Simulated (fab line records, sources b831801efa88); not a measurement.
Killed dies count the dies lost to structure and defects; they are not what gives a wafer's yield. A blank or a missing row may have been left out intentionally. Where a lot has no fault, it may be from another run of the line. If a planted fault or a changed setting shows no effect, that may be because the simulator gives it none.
A single fault, viewed from 2 desks || flow sky130 || each desk has only its own numbers; what lay behind them comes last

## THE METROLOGY DESK
What the gauges read for every lot (on any tool): the sampled wafers with a number, averaged. Marked OUT: a lot whose mean sits more than 4 standard deviations from the usual mean, which makes it out of limits; the brackets give that distance.
Columns: A = cdNm at SKY_FIELD_ISO_CD_MEAS_13, usual 149.8 nm; B = FIELD_ISO_OXIDATION_01_THK at SKY_FIELD_ISO_THK_MEAS_23, usual 10.06 nm; C = FIELD_ISO_CVD_24_THK at SKY_FIELD_ISO_THK_MEAS_25, usual 597 nm
{"lot": "L798", "first seen here": "day 2 14:47", "A": 150.1, "B": 10.07, "C": 595}
{"lot": "L804", "first seen here": "day 4 00:35", "A": 149.1, "B": 9.76, "C": 601}
{"lot": "L805", "first seen here": "day 4 06:25", "A": 150.8, "B": 10.00, "C": 598}
{"lot": "L808", "first seen here": "day 4 22:16", "A": 149.4, "B": 9.70, "C": 590}
{"lot": "L818", "first seen here": "day 6 23:22", "A": 150.2, "B": 10.20, "C": 590}
{"lot": "L819", "first seen here": "day 7 04:02", "A": 151.3, "B": 10.23, "C": 594}
This desk's finding: nothing out of limits on any of the 6 lots.

## FOR THE TOOL OWNER'S DESK: rieSi-02
The tool's own readings at SKY_FIELD_ISO_ETCH_17 (etches Si in HBr/Cl2/O2, target depth 342 nm, time 97.7 s): means of the sampled wafers that have a number, for each lot that ran on this tool. Marked OUT: a lot whose mean sits more than 4 standard deviations from the usual mean, which makes it out of limits; the brackets give that distance.
Columns: A = drypumpMotorCurrentA at SKY_FIELD_ISO_ETCH_17, usual 5.55 A; B = oesProductAu at SKY_FIELD_ISO_ETCH_17, usual 1.006 a.u.; C = throttleValvePct at SKY_FIELD_ISO_ETCH_17, usual 25.652 %
{"lot": "L798", "first seen here": "day 2 15:06", "A": 5.61, "B": 1.009, "C": 25.648}
{"lot": "L804", "first seen here": "day 4 00:54", "A": 5.55, "B": 1.011, "C": 25.646}
{"lot": "L805", "first seen here": "day 4 06:44", "A": 5.39, "B": "1.088 (+11) OUT", "C": "25.601 (-4.7) OUT"}
{"lot": "L808", "first seen here": "day 4 22:33", "A": 5.70, "B": "1.127 (+16) OUT", "C": "25.578 (-6.8) OUT"}
{"lot": "L819", "first seen here": "day 7 04:21", "A": 5.49, "B": 1.007, "C": 25.650}
Finding of this desk: L805, L808 out of limits; the first was L805 at day 4 06:44, on oesProductAu at SKY_FIELD_ISO_ETCH_17. L798, L804, L819: within limits.

## BROUGHT TOGETHER
At day 4 06:44, on L805, L808, the tool owner's desk was in a position to raise an alarm.
Metrology desk: nothing out of limits seen.
The metrology desk holds a record of L805, L808, inside its limits.
The lots listed all ran SKY_FIELD_ISO_ETCH_17 on rieSi-02.

## WHAT THE SIMULATOR PUT IN
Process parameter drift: rieSi-02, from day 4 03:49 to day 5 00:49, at SKY_FIELD_ISO_ETCH_17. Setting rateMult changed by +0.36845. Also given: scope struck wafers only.
Shown lots that were struck: L805, L808.
Hours from the fault's start to each desk's first reading out of limits: the tool owner's desk, 3.
